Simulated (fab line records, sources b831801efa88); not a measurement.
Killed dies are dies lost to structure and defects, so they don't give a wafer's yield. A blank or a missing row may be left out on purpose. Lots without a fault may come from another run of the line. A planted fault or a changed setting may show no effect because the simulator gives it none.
Which tool did it? | flow sky130 | 14 lots, 42 wafers sampled, at 5 steps of a route of 708

WHAT THE GAUGES READ, wafer by wafer
SKY_LDD_P_OVL_MEAS_08. Usual: LDD_P_OVL 0.2 nm, standard deviation 1.4.
lot  | measured     | on         | LDD_P_OVL (nm) | flag
L990 | day 19 07:48 | overlay-02 | 0.5 1.0 -0.3   |
L991 | day 19 13:52 | overlay-01 | 1.4 2.2 1.7    |
L992 | day 20 04:28 | overlay-02 | 0.1 -0.8 0.8   |
L993 | day 20 11:52 | overlay-02 | 0.5 1.4 0.4    |
L995 | day 21 07:38 | overlay-01 | -0.3 0.2 0.5   |
L996 | day 21 16:46 | overlay-02 | 2.1 1.7 3.6    |
L997 | day 22 03:46 | overlay-02 | -0.5 -0.8 -0.5 |
L106 | day 25 04:23 | overlay-02 | 0.8 -1.4 -0.1  |
L107 | day 25 14:46 | overlay-02 | 0.8 -1.1 1.9   |
L108 | day 25 20:07 | overlay-01 | 0.5 0.4 -0.3   |
L109 | day 26 03:02 | overlay-02 | 1.4 1.5 0.4    |
L110 | day 26 13:38 | overlay-02 | -0.7 -2.1 -1.1 |
L111 | day 26 20:16 | overlay-01 | 1.9 1.3 2.6    |
L112 | day 27 23:28 | overlay-02 | -1.2 0.2 -0.5  |

SKY_LDD_HVP_OVL_MEAS_07. Usual: LDD_HVP_OVL 1.6 nm, standard deviation 1.9.
lot  | measured     | on         | LDD_HVP_OVL (nm) | flag
L990 | day 21 20:30 | overlay-01 | 3.4 5.4 2.3      |
L991 | day 22 03:27 | overlay-01 | 2.6 3.3 0.7      |
L992 | day 22 17:48 | overlay-01 | 2.1 3.3 3.4      |
L993 | day 23 00:44 | overlay-01 | -0.7 1.0 0.1     |
L995 | day 23 20:17 | overlay-02 | 2.4 -0.5 -1.1    |
L996 | day 24 05:26 | overlay-01 | 2.1 0.5 1.7      |
L997 | day 24 14:59 | overlay-01 | 3.3 2.9 2.0      |
L106 | day 27 14:00 | overlay-01 | 4.9 6.0 6.1      |
L107 | day 28 01:47 | overlay-01 | 0.6 2.0 2.4      |
L108 | day 28 06:06 | overlay-02 | -2.2 0.3 -1.3    |
L109 | day 28 12:53 | overlay-01 | 3.0 1.6 2.6      |
L110 | day 28 22:44 | overlay-02 | -2.7 -2.2 -2.7   |
L111 | day 29 05:53 | overlay-02 | 2.1 1.7 2.0      |
L112 | day 30 08:51 | overlay-02 | 0.2 0.7 0.5      |

SKY_LDD_LDN_TW_MEAS_13. Usual: LDD_LDN_TW 1492, standard deviation 13.
lot  | measured     | on            | LDD_LDN_TW     | flag
L990 | day 23 03:22 | film_metro-01 | 1497 1490 1496 |
L991 | day 23 10:47 | film_metro-01 | 1500 1486 1492 |
L992 | day 24 00:08 | film_metro-04 | 1480 1489 1486 |
L993 | day 24 07:44 | film_metro-04 | 1490 1490 1495 |
L995 | day 25 02:29 | film_metro-04 | 1491 1494 1493 |
L996 | day 25 11:35 | film_metro-04 | 1360 1375 1357 | OFF
L997 | day 25 20:27 | film_metro-01 | 1369 1365 1364 | OFF
L106 | day 28 19:18 | film_metro-01 | 1508 1501 1506 |
L107 | day 29 06:30 | film_metro-04 | 1499 1505 1504 |
L108 | day 29 11:28 | film_metro-01 | 1500 1504 1498 |
L109 | day 29 17:52 | film_metro-02 | 1469 1462 1459 |
L110 | day 30 02:53 | film_metro-04 | 1491 1495 1498 |
L111 | day 30 10:50 | film_metro-04 | 1495 1498 1491 |
L112 | day 31 12:55 | film_metro-01 | 1506 1505 1500 |

WHICH TOOL RAN EACH LOT (tool, then ch and the chambers of the sampled wafers, then the start)
lot  | SKY_LDD_P_STRIP_10                   | SKY_LDD_LDN_IMPLANT_10
L990 | plasma_asher-01 ch 0, day 19 07:59   | implanter-03 ch 0, day 23 02:58
L991 | plasma_asher-03 ch 1, day 19 14:04   | implanter-03 ch 0, day 23 10:23
L992 | plasma_asher-01 ch 0,1, day 20 04:40 | implanter-04 ch 0, day 23 23:44
L993 | plasma_asher-01 ch 0,1, day 20 12:02 | implanter-04 ch 0, day 24 07:20
L995 | plasma_asher-03 ch 0,1, day 21 07:49 | implanter-03 ch 0, day 25 02:07
L996 | plasma_asher-03 ch 0,1, day 21 16:56 | implanter-03, day 25 11:12
L997 | plasma_asher-03 ch 0,1, day 22 03:56 | implanter-03, day 25 20:04
L106 | plasma_asher-03 ch 0,1, day 25 04:35 | implanter-03 ch 0, day 28 18:56
L107 | plasma_asher-03 ch 0,1, day 25 14:56 | implanter-02 ch 0, day 29 06:07
L108 | plasma_asher-03 ch 0,1, day 25 20:17 | implanter-04 ch 0, day 29 11:04
L109 | plasma_asher-01 ch 0,1, day 26 03:13 | implanter-02 ch 0, day 29 17:28
L110 | plasma_asher-03 ch 0,1, day 26 13:49 | implanter-03 ch 0, day 30 02:30
L111 | plasma_asher-02 ch 0,1, day 26 20:26 | implanter-04 ch 0, day 30 10:28
L112 | plasma_asher-01 ch 0,1, day 27 23:40 | implanter-02 ch 0, day 31 12:31
- SKY_LDD_P_STRIP_10: strips in O2/N2.
- SKY_LDD_LDN_IMPLANT_10

WHAT THE TOOLS THEMSELVES READ (means of the sampled wafers that have a number; where no wafer has one, the mark that the record gives instead)
SKY_LDD_P_STRIP_10. Usual: drypump_motor_current_A 5.7 A, standard deviation 0.37; oes_product_au 0.715 a.u., standard deviation 0.0051; strip_time_to_endpoint_s 14.180 s, standard deviation 0.029.
lot  | tool            | drypump_motor_current_A (A) | oes_product_au (a.u.) | strip_time_to_endpoint_s (s) | flag
L990 | plasma_asher-01 | 5.3                         | 0.717                 | 14.195                       |
L991 | plasma_asher-03 | 5.6                         | 0.718                 | 14.191                       |
L992 | plasma_asher-01 | 5.9                         | 0.717                 | 14.164                       |
L993 | plasma_asher-01 | 5.9                         | 0.714                 | 14.180                       |
L995 | plasma_asher-03 | 5.6                         | 0.717                 | 14.190                       |
L996 | plasma_asher-03 | 5.6                         | 0.718                 | 14.184                       |
L997 | plasma_asher-03 | 5.6                         | 0.716                 | 14.215                       |
L106 | plasma_asher-03 | 5.7                         | 0.713                 | 14.206                       |
L107 | plasma_asher-03 | 5.7                         | 0.712                 | 14.149                       |
L108 | plasma_asher-03 | 5.6                         | 0.717                 | 14.160                       |
L109 | plasma_asher-01 | 5.6                         | 0.707                 | 14.182                       |
L110 | plasma_asher-03 | 5.7                         | 0.716                 | 14.185                       |
L111 | plasma_asher-02 | 5.9                         | 0.717                 | 14.151                       |
L112 | plasma_asher-01 | 5.9                         | 0.713                 | 14.128                       |

SKY_LDD_LDN_IMPLANT_10. Usual: beam_energy_keV 14.999, standard deviation 0.0045; beam_on_s 10.01 s, standard deviation 0.19.
lot  | tool         | beam_energy_keV | beam_on_s (s) | flag
L990 | implanter-03 | 15.001          | 10.06         |
L991 | implanter-03 | 15.005          | 9.97          |
L992 | implanter-04 | 15.001          | 9.99          |
L993 | implanter-04 | 15.003          | 10.06         |
L995 | implanter-03 | 15.001          | 10.12         |
L996 | implanter-03 | -               | -             | OFF
L997 | implanter-03 | -               | -             | OFF
L106 | implanter-03 | 15.001          | 10.08         |
L107 | implanter-02 | 14.994          | 10.07         |
L108 | implanter-04 | 15.001          | 9.92          |
L109 | implanter-02 | 14.993          | 9.95          |
L110 | implanter-03 | 15.000          | 10.11         |
L111 | implanter-04 | 15.001          | 9.99          |
L112 | implanter-02 | 14.997          | 9.99          |

THE ANSWER, worked out from the rows above alone
Rule: a lot is off if the mean of its wafers that have a number lies more than 3 standard deviations from the usual mean. A lot without any number at a reading at which 4 lots or more have one is off too. The other lots that the step has rows for count as sound. The gauges are gone through in route order, then the tools' own readings, and for those a lot's mean is taken as printed above. The first step at which some lot is off is used, and at that step the reading that is off furthest; a lot without a number counts as furthest.
Off: L996, L997, at SKY_LDD_LDN_TW_MEAS_13 (LDD_LDN_TW).
A tool fits if, at a process step before that reading, it ran every lot that is off, and no sound lot after the first of them. The gauges at SKY_LDD_LDN_TW_MEAS_13 aren't tried: what is off there is off at SKY_LDD_LDN_IMPLANT_10 too, on other tools, and a gauge's error can't cause that. None of those tried fits.

WHAT THE SIMULATOR HAD PUT IN
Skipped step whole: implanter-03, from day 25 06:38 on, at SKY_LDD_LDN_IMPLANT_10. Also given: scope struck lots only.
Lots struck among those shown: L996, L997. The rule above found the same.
